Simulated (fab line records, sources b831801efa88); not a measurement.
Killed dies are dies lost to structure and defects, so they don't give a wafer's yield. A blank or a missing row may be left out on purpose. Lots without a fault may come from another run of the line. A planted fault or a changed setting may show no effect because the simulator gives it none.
One fault seen from 2 desks | flow sky130 | each desk has only its own numbers; what lay behind them comes last

THE TOOL OWNER'S DESK: implanter-04
The tool's own readings at SKY_LDD_N_IMPLANT_13: means of the sampled wafers that have a number, for each lot that ran on this tool. A lot is out of limits, marked OUT, if its mean lies more than 4 standard deviations from the usual mean; the brackets give that distance.
Columns: A = beam_energy_keV at SKY_LDD_N_IMPLANT_13, usual 49.997
lot  | first seen here | A
L156 | day 21 14:26    | 47.779 (-99 or more) OUT
L159 | day 23 04:38    | 47.780 (-99 or more) OUT
L166 | day 25 08:05    | 50.003
This desk's finding: out of limits on L156, L159; first on L156, day 21 14:26 (beam_energy_keV at SKY_LDD_N_IMPLANT_13). In limits: L166.

THE METROLOGY DESK
What the gauges read, lot by lot, whatever tool the lot ran on: means of the sampled wafers that have a number. A lot is out of limits, marked OUT, if its mean lies more than 4 standard deviations from the usual mean; the brackets give that distance.
Columns: A = LDD_N_OVL at SKY_LDD_N_OVL_MEAS_07, usual 0.6 nm
lot  | first seen here | A
L147 | day 17 15:42    | -0.2
L156 | day 21 13:38    | 0.1
L159 | day 23 03:49    | 2.2
L166 | day 25 07:17    | 1.5
L167 | day 25 08:15    | -0.0
L168 | day 25 15:11    | 0.4
This desk's finding: nothing out of limits on any of the 6 lots.

PUT TOGETHER
The tool owner's desk could have raised an alarm at day 21 14:26, on L156, L159.
The metrology desk saw nothing out of limits.
The metrology desk has L156, L159 on record, within its limits.
Of the lots named, all ran SKY_LDD_N_IMPLANT_13 on implanter-04.

WHAT THE SIMULATOR HAD PUT IN
Process parameter drift: implanter-04, from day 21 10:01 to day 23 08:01, at SKY_LDD_N_IMPLANT_13. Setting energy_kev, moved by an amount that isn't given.
Lots struck among those shown: L156, L159.
Hours from the fault's start to each desk's first reading out of limits: the tool owner's desk, 4.
